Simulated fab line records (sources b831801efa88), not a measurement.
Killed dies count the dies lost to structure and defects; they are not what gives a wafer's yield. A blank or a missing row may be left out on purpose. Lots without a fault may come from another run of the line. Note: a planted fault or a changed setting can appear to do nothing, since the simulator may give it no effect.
Comparing a struck lot with a sound one | flow gf180mcu | 16 steps out of a route of 602
Sound: these wafers, L107.1, L107.3, L107.6. The struck wafers were L104.3, L104.4, L104.6. The cause comes at the end.
Order at every step that has rows: each side's tool, ch and its chambers, its first start. Under that, the readings that differ: sound wafers | struck wafers | difference of the means | sigmas: that difference in standard deviations of wafers without a fault.
alike: same words and numbers on both sides, and readings whose means sit less than 2 such deviations apart. not compared: any withheld reading, any reading some wafer has no value for, any bound like >300 that may hide the same value, and any number with overlapping values for which the record gives no deviation.
Wherever a step has rows on one side only, a row that says differs or no value, or a row with sigmas, the two part there. When numbers do not overlap yet have no deviation, they are printed without sigmas and do not part them. A reading missing from all wafers of one side parts the sides only when that side holds two or more wafers.

GF_V2_CMP_04: polishes SiO2.
  sound on cmp-01 ch 0,1,2, day 24 07:13; struck on cmp-01 ch 1,2,3, day 23 01:07
  alike: motor_current_A, time_to_endpoint_s
GF_V2_BOW_MEAS_05:
  struck on film_metro-04, day 23 01:22; sound on film_metro-01, day 24 07:31
  reading     | sound    | struck      | difference | sigmas
  V2_BOW (um) | 96 90 95 | 115 117 114 | +22        | +3
then, 8 steps without rows for these wafers: GF_V2_DEHYDRATE_06 (time 60 s); GF_V2_HMDS_07 (prime time 60 s); GF_V2_COAT_08; GF_V2_COAT_09 (resist thk 1000 nm); GF_V2_SOFTBAKE_10 (time 60 s); GF_V2_EXPOSE_11 (exposes mask Via2, target cd 260 nm); GF_V2_PEB_12 (peb time 90 s); GF_V2_DEVELOP_13 (develop time 60 s).
GF_V2_CD_MEAS_14: target cd 260 nm.
  struck on cd_sem-01, day 23 23:34; sound on cd_sem-02, day 25 05:23
  alike: cd_nm
GF_V2_OVL_MEAS_15:
  struck on overlay-01, day 23 23:40; sound on overlay-02, day 25 05:30
  alike: V2_OVL
GF_V2_ETCH_16: etches BARC in N2/H2.
  sound on rie_diel-01 ch 1,2, day 25 05:32; struck on rie_diel-03 ch 2,3, day 23 23:41
  no value came back on the struck wafers for any of 6 readings (bias_w (W), chamber_pressure_mTorr (mTorr) and others); on the sound wafers bias_w (W) reads 100.32 100.03 99.66
GF_V2_ETCH_17: etches SiO2 in C4F8/O2/Ar, stops on TiN, target depth 630 nm.
  sound: rie_diel-01 ch 1,2; struck: rie_diel-03 ch 2,3
  reading               | sound             | struck            | difference | sigmas
  oes_product_au (a.u.) | 0.851 0.862 0.858 | 0.382 0.381 0.377 | -0.477     | -99 or more
  alike: bias_w, chamber_pressure_mTorr
GF_V2_STRIP_18: strips in O2/N2.
  sound on plasma_asher-01 ch 0,1, day 25 05:40; struck on plasma_asher-04 ch 0,1, day 23 23:50
  reading               | sound             | struck            | difference | sigmas
  oes_product_au (a.u.) | 0.581 0.594 0.594 | 0.619 0.614 0.615 | +0.026     | +5
  alike: drypump_motor_current_A, heater_power_w
  not compared: rf_hours_counter_h
then, 1 step without rows for these wafers: GF_V2_STRIP_19 (strips in post etch residue remover, time 1200 s).

## WHERE THEY PART
Last at GF_V2_STRIP_18 as far as this record goes, first at GF_V2_BOW_MEAS_05.

WHY: what had been put in by the simulator
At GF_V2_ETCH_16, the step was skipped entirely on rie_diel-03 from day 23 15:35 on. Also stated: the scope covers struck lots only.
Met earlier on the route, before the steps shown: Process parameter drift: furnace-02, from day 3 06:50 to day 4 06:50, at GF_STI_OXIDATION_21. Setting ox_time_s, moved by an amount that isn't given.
